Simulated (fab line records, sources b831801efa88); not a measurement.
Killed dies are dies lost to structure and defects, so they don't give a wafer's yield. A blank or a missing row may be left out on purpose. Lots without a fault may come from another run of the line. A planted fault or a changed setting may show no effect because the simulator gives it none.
Chamber matching | flow gf180mcu | GF_V3_CMP_04 on cmp-02: 4 sister chambers
The step polishes SiO2. 4 wafers are shown with their chamber, then 9 later ones without.

WAFERS WITH THEIR CHAMBER
wafer  | chamber | motor_current_A (A)
L820.1 | 3       | 14.5
L820.6 | 2       | 13.6
L828.2 | 0       | 14.3
L828.6 | 1       | 12.7

WAFERS WITHOUT THEIR CHAMBER
wafer  | motor_current_A (A)
L830.1 | 13.0
L830.4 | 13.6
L830.5 | 13.6
L831.1 | 12.2
L831.4 | 13.7
L831.6 | 12.9
L833.2 | 14.1
L833.4 | 13.0
L833.5 | 13.1

WHICH CHAMBER EACH WENT THROUGH
wafer  | from the rows above          | in truth
L830.1 | can't be placed: 1 or 2      | 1
L830.4 | 2                            | 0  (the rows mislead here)
L830.5 | 2                            | 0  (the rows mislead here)
L831.1 | 1                            | 1
L831.4 | can't be placed: 2 or 0      | 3
L831.6 | can't be placed: 1 or 2      | 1
L833.2 | can't be placed: 0 or 3 or 2 | 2
L833.4 | can't be placed: 1 or 2      | 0
L833.5 | can't be placed: 1 or 2      | 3
Placed correctly: 1 of 9. Can't be placed from these rows: 6 (the true chamber is among the candidates in 3). Placed wrongly: 2.
How it was worked out, from the rows above alone: a wafer's distance from a chamber is the root of the sum, over the readings, of the square of ((its reading less the chamber's mean) divided by the reading's scatter). The wafer belongs to the nearest chamber; if the next one is less than 2 further off, it can't be placed. A chamber's mean is the mean of its shown wafers. The scatter: with one shown wafer a chamber, the root of the mean of the squares of how far each hidden wafer lies from its nearest shown one.
